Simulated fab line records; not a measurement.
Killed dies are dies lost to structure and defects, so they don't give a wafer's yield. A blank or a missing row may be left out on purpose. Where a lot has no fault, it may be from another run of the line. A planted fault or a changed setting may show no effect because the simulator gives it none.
A single fault, viewed from 2 desks || flow sky130 || what lay behind the numbers comes last; until then each desk has only its own

== FOR THE TOOL OWNER'S DESK: implanter-01 ==
SKY_NWELL_IMPLANT_24, tool's own readings: per-lot mean of the sampled wafers with a number, covering each lot this tool ran. Marked OUT: a lot whose mean sits more than 4 standard deviations from the usual mean, which makes it out of limits; the brackets give that distance.
Columns: A = dose ions cm2 at SKY_NWELL_IMPLANT_24, usual 9.2e+12; B = faraday current uA at SKY_NWELL_IMPLANT_24, usual 51.9
{"lot": "L959", "first seen here": "day 5 10:37", "A": 9.2e+12, "B": 51.4}
{"lot": "L960", "first seen here": "day 5 15:10", "A": 9.2e+12, "B": 52.1}
{"lot": "L965", "first seen here": "day 6 19:19", "A": 9.2e+12, "B": 52.8}
{"lot": "L973", "first seen here": "day 9 02:46", "A": 9.2e+12, "B": 51.8}
{"lot": "L974", "first seen here": "day 9 05:52", "A": "7.8e+12 (-99 or more) OUT", "B": "44.4 (-6.8) OUT"}
{"lot": "L975", "first seen here": "day 9 11:01", "A": "7.9e+12 (-99 or more) OUT", "B": "45.0 (-6.3) OUT"}
This desk finds L974, L975 out of limits, L974 being first, at day 9 05:52 (dose ions cm2 at SKY_NWELL_IMPLANT_24). L959, L960, L965, L973: within limits.

== METROLOGY DESK ==
Lot by lot, what the gauges showed, no matter which tool ran the lot: averages of those sampled wafers that carry a number. Marked OUT: a lot whose mean sits more than 4 standard deviations from the usual mean, which makes it out of limits; the brackets give that distance.
Columns: A = cd nm at SKY_FIELD_ISO_CD_MEAS_13, usual 150.9 nm; B = NWELL_00_OVL at SKY_NWELL_OVL_MEAS_10, usual -0.2 nm; C = NWELL_2_TW at SKY_NWELL_TW_MEAS_26, usual 496
{"lot": "L959", "first seen here": "day 2 06:35", "A": 151.4, "B": -1.2, "C": 488}
{"lot": "L960", "first seen here": "day 2 08:32", "A": 151.6, "B": -0.6, "C": 499}
{"lot": "L962", "first seen here": "day 2 21:37", "A": 155.0, "B": -0.3, "C": 486}
{"lot": "L963", "first seen here": "day 3 01:35", "A": 150.1, "B": -0.4, "C": 502}
{"lot": "L965", "first seen here": "day 3 14:11", "A": 150.4, "B": 2.3, "C": 501}
{"lot": "L968", "first seen here": "day 4 03:59", "A": 150.7, "B": -1.3, "C": 496}
{"lot": "L973", "first seen here": "day 5 07:01", "A": 150.5, "B": -0.6, "C": 501}
{"lot": "L974", "first seen here": "day 5 12:44", "A": 151.6, "B": -1.0, "C": "465 (-5.6) OUT"}
{"lot": "L975", "first seen here": "day 5 18:59", "A": 150.9, "B": -0.1, "C": 477}
{"lot": "L976", "first seen here": "day 5 22:36", "A": 150.3, "B": -2.6, "C": 488}
{"lot": "L977", "first seen here": "day 6 00:58", "A": 150.6, "B": -0.2, "C": 500}
{"lot": "L978", "first seen here": "day 6 09:17", "A": 150.9, "B": 1.6, "C": 498}
This desk finds L974 out of limits, with the earliest case on L974 at day 9 06:07 (NWELL_2_TW at SKY_NWELL_TW_MEAS_26). L959, L960, L962, L963, L965, L968, L973, L975, L976, L977, L978: within limits.

== ALL TOGETHER ==
The tool owner's desk could have raised an alarm at day 9 05:52, on L974, L975.
The metrology desk could have raised an alarm at day 9 06:07, on L974.
The metrology desk holds a record of L975, inside its limits.
SKY_NWELL_IMPLANT_24 was run on implanter-01 by each of the lots named.

== WHAT THE SIMULATOR HAD PUT IN ==
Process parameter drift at SKY_NWELL_IMPLANT_24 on implanter-01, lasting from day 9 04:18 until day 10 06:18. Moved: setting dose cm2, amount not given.
Lots struck among those shown: L974, L975.
Delay (hours) between the fault's onset and each desk's first out-of-limits reading: 2 at the tool owner's desk, 2 at the metrology desk.
